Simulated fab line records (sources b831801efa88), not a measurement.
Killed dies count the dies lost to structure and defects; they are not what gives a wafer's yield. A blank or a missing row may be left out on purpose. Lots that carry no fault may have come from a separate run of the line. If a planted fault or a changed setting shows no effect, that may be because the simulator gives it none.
Chamber matching | flow sky130 | SKY_VIA1_HDPCVD_00 on hdpcvd-02: 3 sister chambers
The step deposits SiO2, target thk 1030 nm, time 171.7 s. 18 wafers are shown with their chamber, then 8 later ones without.

WAFERS WITH THEIR CHAMBER
wafer  | chamber | run_length_s (s) | pressure_mtorr (mTorr) | susceptor_temp_C (C)
L127.3 | 0       | 200.3            | 5.996                  | 399.94
L127.4 | 0       | 199.7            | 5.989                  | 399.91
L127.5 | 1       | 199.3            | 5.988                  | 400.15
L130.1 | 1       | 199.4            | 5.995                  | 399.98
L130.5 | 0       | 199.6            | 6.000                  | 400.13
L130.6 | 2       | 198.9            | 6.003                  | 399.79
L134.2 | 0       | 200.3            | 6.001                  | 400.01
L134.3 | 2       | 199.2            | 6.007                  | 399.77
L134.6 | 2       | 199.3            | 6.009                  | 399.69
L135.2 | 2       | 199.1            | 6.018                  | 399.94
L135.4 | 1       | 199.4            | 6.002                  | 399.73
L135.6 | 2       | 198.9            | 6.005                  | 399.86
L139.1 | 1       | 199.2            | 6.017                  | 399.73
L139.6 | 1       | 199.4            | 6.014                  | 399.96
L147.2 | 0       | 199.7            | 5.984                  | 400.09
L147.4 | 0       | 199.8            | 5.973                  | 400.11
L147.6 | 2       | 199.0            | 6.003                  | 400.11
L146.1 | 1       | 200.2            | 5.998                  | 399.53

SIGNATURES (means of the wafers above)
reading          | chamber 0 | chamber 1 | chamber 2 | scatter within a chamber
run_length_s     | 199.900   | 199.483   | 199.067   | 0.292
pressure_mtorr   | 5.99050   | 6.00233   | 6.00750   | 0.00956
susceptor_temp_C | 400.0317  | 399.8467  | 399.8600  | 0.164
Rule: distance of a wafer from a chamber = root of the sum over the readings of ((wafer's reading minus chamber's mean) / reading's scatter) squared. If the next closest chamber is less than 2 further off than the closest, the wafer can't be placed; otherwise it belongs to the closest. How the scatter is found: for the shown wafers, subtract from each reading the mean of its chamber, square and add these, divide the total by (wafers less chambers), then take the root.

WAFERS MISSING THEIR CHAMBER
wafer  | run_length_s (s) | pressure_mtorr (mTorr) | susceptor_temp_C (C)
L146.4 | 199.8            | 5.970                  | 399.48
L146.5 | 198.9            | 5.985                  | 399.89
L148.1 | 200.4            | 6.004                  | 400.05
L148.3 | 199.7            | 6.017                  | 400.36
L148.5 | 199.7            | 5.991                  | 399.61
L149.1 | 200.0            | 5.998                  | 400.07
L149.3 | 199.5            | 6.005                  | 400.09
L149.6 | 199.5            | 5.999                  | 399.88

WHICH CHAMBER EACH ONE RAN IN
wafer  | from the rows above          | in truth
L146.4 | can't be placed: 0 or 1 or 2 | 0
L146.5 | can't be placed: 2 or 1 or 0 | 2
L148.1 | can't be placed: 0 or 1      | 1
L148.3 | can't be placed: 0 or 1 or 2 | 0
L148.5 | can't be placed: 1 or 0 or 2 | 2
L149.1 | can't be placed: 0 or 1      | 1
L149.3 | can't be placed: 1 or 2 or 0 | 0
L149.6 | can't be placed: 1 or 2 or 0 | 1
Placed correctly: 0 of 8. From these rows, 8 cannot be placed; in 8 the true chamber is one of the candidates. Number placed wrongly: 0.
